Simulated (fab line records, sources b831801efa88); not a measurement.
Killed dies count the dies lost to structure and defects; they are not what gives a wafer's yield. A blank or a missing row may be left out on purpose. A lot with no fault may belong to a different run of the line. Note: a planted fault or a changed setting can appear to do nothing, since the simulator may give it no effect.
A lot that was struck, set against a sound lot / flow sky130 / 31 steps out of a route of 708
Sound: wafers L196.1, L196.2, L196.6. Struck: wafers L202.1, L202.2, L202.4. At the end, the cause is stated.
Order at every step that has rows: each side's tool, ch and its chambers, its first start. Under that, the readings that differ: sound wafers / struck wafers / difference of the means / sigmas: that difference in standard deviations of wafers without a fault.
alike: same words and numbers on both sides, and readings whose means sit less than 2 such deviations apart. not compared: any withheld reading, any reading some wafer has no value for, any bound like >300 that may hide the same value, and any number with overlapping values for which the record gives no deviation.
The two part at a step that has a row with sigmas, a row that says differs or no value, or rows on one side only. Numbers that don't overlap but have no deviation are shown without sigmas and don't part them. Lack of a reading on every wafer of one side parts them only where that side has two or more wafers.

first, 1 step without rows for these wafers: SKY_NWELL_IMPLANT_13.
SKY_NWELL_STRIP_14: strips in O2/N2.
  sound on plasma asher-03 ch 0,1, day 6 04:56; struck on plasma asher-04 ch 0,1, day 7 19:31
  alike: chamber pressure mTorr, drypump motor current A, oes product au, strip time to endpoint s
  not compared: rf hours counter h
SKY_NWELL_TW_MEAS_15:
  sound on film metro-02, day 6 05:02; struck on film metro-04, day 7 19:37
reading=NWELL_TW; sound=1847 1834 1849; struck=1807 1802 1809; difference=-37; sigmas=-3
then, 7 steps without rows for these wafers: SKY_NWELL_DEHYDRATE_16 (time 60 s); SKY_NWELL_HMDS_17 (prime time 60 s); SKY_NWELL_COAT_18 (resist thk 3000 nm); SKY_NWELL_SOFTBAKE_19; SKY_NWELL_EXPOSE_20 (exposes mask NWM COMPLEMENT, target cd 840 nm); SKY_NWELL_PEB_21; SKY_NWELL_DEVELOP_22 (develop time 60 s).
SKY_NWELL_OVL_MEAS_23:
  sound on overlay-01, day 7 00:20; struck on overlay-02, day 8 16:02
  alike: NWELL_01_OVL
next, for these wafers, 1 step has no rows: SKY_NWELL_IMPLANT_24.
SKY_NWELL_STRIP_25: strips in O2/N2.
  sound on plasma asher-03 ch 0,1, day 7 00:31; struck on plasma asher-01 ch 0,1, day 8 16:14
  no value came back on the struck wafers for any of 5 readings (chamber pressure mTorr (mTorr), drypump motor current A (A) and others); on the sound wafers chamber pressure mTorr (mTorr) reads 1499.8 1499.8 1498.0
reading=model.coat_of_NWELL_COAT_18.thk nm (nm); sound=0 0 0; struck=3001 3008 3007; difference=+3005; sigmas=
  not compared: rf hours counter h
SKY_NWELL_TW_MEAS_26:
  sound on film metro-02, day 7 00:37; struck on film metro-04, day 8 16:20
reading=NWELL_2_TW; sound=499 500 497; struck=490 490 493; difference=-8; sigmas=-2
then, 1 step without rows for these wafers: SKY_NWELL_CLEAN_27 (cleans in SC1/SC2, time 157.2 s).
SKY_NWELL_RTA_28: time 30 s.
  sound on rtp anneal-02 ch 0, day 7 00:44; struck on rtp anneal-01 ch 0, day 8 16:26
  alike: lamp power pct, wafer_temp_C_max
SKY_NWELL_RS_MEAS_29: measures by four-point-probe.
  sound on film metro-03, day 7 00:50; struck on film metro-03, day 8 16:32
  alike: NWELL_RS
SKY_NWELL_RS_MEAS_31: measures by four-point-probe.
  sound on film metro-03, day 7 01:04; struck on film metro-03, day 8 16:47
reading=PWDE_RS (ohm/sq); sound=5270 5264 5268; struck=5284 5312 5333; difference=+42; sigmas=+2
then, 7 steps without rows for these wafers: SKY_VT_ADJUST_HVTP_DEHYDRATE_00 (time 60 s); SKY_VT_ADJUST_HVTP_HMDS_01 (prime time 60 s); SKY_VT_ADJUST_HVTP_COAT_02 (resist thk 1140 nm); SKY_VT_ADJUST_HVTP_SOFTBAKE_03 (time 60 s); SKY_VT_ADJUST_HVTP_EXPOSE_04 (exposes mask HVTPM, target cd 380 nm); SKY_VT_ADJUST_HVTP_PEB_05; SKY_VT_ADJUST_HVTP_DEVELOP_06 (develop time 60 s).
SKY_VT_ADJUST_HVTP_CD_MEAS_07: the cd target is 380 nm.
  sound on cd sem-01, day 7 20:30; struck on cd sem-02, day 9 13:59
  alike: cd nm
SKY_VT_ADJUST_HVTP_OVL_MEAS_08:
  sound on overlay-02, day 7 20:37; struck on overlay-01, day 9 14:07
reading=VT_ADJUST_HVTP_OVL (nm); sound=-0.2 -1.0 -1.4; struck=2.7 1.9 3.1; difference=+3.4; sigmas=+2
next, for these wafers, 1 step has no rows: SKY_VT_ADJUST_HVTP_IMPLANT_09.
SKY_VT_ADJUST_HVTP_STRIP_10: strips in O2/N2.
  sound on plasma asher-03 ch 0,1, day 7 20:48; struck on plasma asher-03 ch 0,1, day 9 14:18
reading=oes product au (a.u.); sound=0.718 0.713 0.713; struck=0.732 0.733 0.733; difference=+0.018; sigmas=+4
reading=strip time to endpoint s (s); sound=14.19 14.20 14.13; struck=58.81 58.84 58.86; difference=+44.66; sigmas=+99 or more
  alike: chamber pressure mTorr, drypump motor current A
  not compared: rf hours counter h
SKY_VT_ADJUST_HVTP_TW_MEAS_11:
  sound on film metro-01, day 7 20:54; struck on film metro-03, day 9 14:37
reading=VT_ADJUST_HVTP_TW; sound=1336 1345 1335; struck=30 30 30; difference=-1309; sigmas=-99 or more
  not compared: hold
next, for these wafers, 1 step has no rows: SKY_PAD_OPEN_PROBE_99.

## WHERE THEY PART
Earliest at SKY_NWELL_TW_MEAS_15; latest, in this record, at SKY_VT_ADJUST_HVTP_TW_MEAS_11.

WHY: what the simulator had put in
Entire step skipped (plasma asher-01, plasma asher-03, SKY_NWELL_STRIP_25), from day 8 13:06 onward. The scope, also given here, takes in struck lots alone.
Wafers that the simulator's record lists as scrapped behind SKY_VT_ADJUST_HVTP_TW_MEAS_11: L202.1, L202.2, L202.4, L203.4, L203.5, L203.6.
